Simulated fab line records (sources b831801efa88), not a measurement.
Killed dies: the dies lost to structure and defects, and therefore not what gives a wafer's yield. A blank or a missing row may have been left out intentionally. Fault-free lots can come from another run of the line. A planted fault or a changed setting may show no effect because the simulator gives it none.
A struck lot beside a sound one ; flow sky130 ; 14 out of 708 route steps
Sound: the wafers L289.2, L289.4, L289.6. Struck: wafers L283.1, L283.2, L283.3. The cause comes at the end.
At each step with rows: each side's tool, then ch and its chambers, then its first start. Under that, the readings that differ: sound wafers ; struck wafers ; difference of the means ; sigmas: that difference in standard deviations of wafers without a fault.
alike: readings whose means differ by less than 2 such deviations, and words and numbers that are the same on both sides. not compared: withheld readings, readings that some wafer has no value for, bounds like >300 that may hide the same value, and numbers for which the record gives no deviation and whose values overlap.
A row with sigmas, a row that says differs or no value, or rows on one side alone: a step with any of these is where the two part. Numbers that have no deviation but don't overlap get no sigmas and don't part them. Lack of a reading on every wafer of one side parts them only where that side has two or more wafers.

first, 4 steps without rows for these wafers: SKY_RES_XHIGH_EXPOSE_04 (exposes mask URPM, target cd 1270 nm); SKY_RES_XHIGH_PEB_05; SKY_RES_XHIGH_DEVELOP_06 (develop time 60 s); SKY_RES_XHIGH_IMPLANT_07.
SKY_RES_XHIGH_STRIP_08: strips in O2/N2.
  sound on plasma_asher-02 ch 1, day 30 20:42; struck on plasma_asher-04 ch 0,1, day 29 08:24
  alike: drypump_motor_current_A, o2_flow_sccm, oes_product_au, strip_time_to_endpoint_s
  not compared: rf_hours_counter_h
SKY_RES_XHIGH_TW_MEAS_09:
  sound on film_metro-01, day 30 20:49; struck on film_metro-01, day 29 08:30
  alike: RES_XHIGH_TW
then, 6 steps without rows for these wafers: SKY_SD_N_DEHYDRATE_00 (time 60 s); SKY_SD_N_HMDS_01 (prime time 60 s); SKY_SD_N_COAT_02 (resist thk 1140 nm); SKY_SD_N_SOFTBAKE_03 (time 60 s); SKY_SD_N_EXPOSE_04 (exposes mask NSDM, target cd 380 nm); SKY_SD_N_PEB_05.
SKY_SD_N_DEVELOP_06: develop time 60 s.
  sound on litho_track-03 ch 0, day 31 22:25; struck on litho_track-02, day 30 11:32
  no value came back on the struck wafers for chill_plate_temp_C (C), develop_time_s (s); on the sound wafers chill_plate_temp_C (C) reads 22.88 23.07 22.96
SKY_SD_N_CD_MEAS_07: the cd target is 380 nm.
  sound on cd_sem-02, day 31 22:34; struck on cd_sem-01, day 30 11:41
reading;sound;struck;difference;sigmas
cd_nm (nm);380.1 382.3 380.4;- - -;no value on the struck wafers;

== WHERE THEY PART ==
Earliest at SKY_SD_N_DEVELOP_06; latest, in this record, at SKY_SD_N_CD_MEAS_07.

WHY: whatever the simulator had introduced
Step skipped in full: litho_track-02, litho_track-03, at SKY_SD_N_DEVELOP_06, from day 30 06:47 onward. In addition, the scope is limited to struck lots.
